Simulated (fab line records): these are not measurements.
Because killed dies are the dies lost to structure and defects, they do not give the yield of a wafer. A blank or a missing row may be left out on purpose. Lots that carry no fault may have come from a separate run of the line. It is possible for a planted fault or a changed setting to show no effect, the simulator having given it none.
Chamber matching + flow sky130 + SKY_PASSIVATION_CVD_00 on pecvd-02: 3 sister chambers
The step deposits SiO2, target thk 90 nm. 3 wafers are shown with their chamber, then 7 later ones without.

## WAFERS, EACH WITH ITS CHAMBER
| wafer  | chamber | heaterPowerW (W) |
|--------|---------|------------------|
| L825.4 | 2       | 704              |
| L829.2 | 0       | 772              |
| L829.3 | 1       | 573              |

## WAFERS WHOSE CHAMBER IS MISSING
| wafer  | heaterPowerW (W) |
|--------|------------------|
| L829.4 | 776              |
| L835.2 | 792              |
| L835.5 | 849              |
| L835.6 | 601              |
| L837.1 | 747              |
| L837.2 | 788              |
| L837.6 | 601              |

## WHICH CHAMBER EACH WENT THROUGH
| wafer  | from the rows above     | in truth |
|--------|-------------------------|----------|
| L829.4 | can't be placed: 0 or 2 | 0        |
| L835.2 | can't be placed: 0 or 2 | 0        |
| L835.5 | can't be placed: 0 or 2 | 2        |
| L835.6 | 1                       | 1        |
| L837.1 | can't be placed: 0 or 2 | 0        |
| L837.2 | can't be placed: 0 or 2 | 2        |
| L837.6 | 1                       | 1        |
Correctly placed: 2 of 7. Unplaceable from these rows: 5, with the true chamber sitting among the candidates in 5. Placed wrongly: 0.
How it was worked out, from the rows above alone: a wafer's distance from a chamber is the root of the sum, over the readings, of the square of ((its reading less the chamber's mean) divided by the reading's scatter). The wafer belongs to the nearest chamber; if the next one is less than 2 further off, it can't be placed. Each chamber's mean is taken over the wafers shown for it. The scatter (one wafer shown for each chamber): square how far every hidden wafer sits from the nearest shown wafer, average those squares and take the square root.
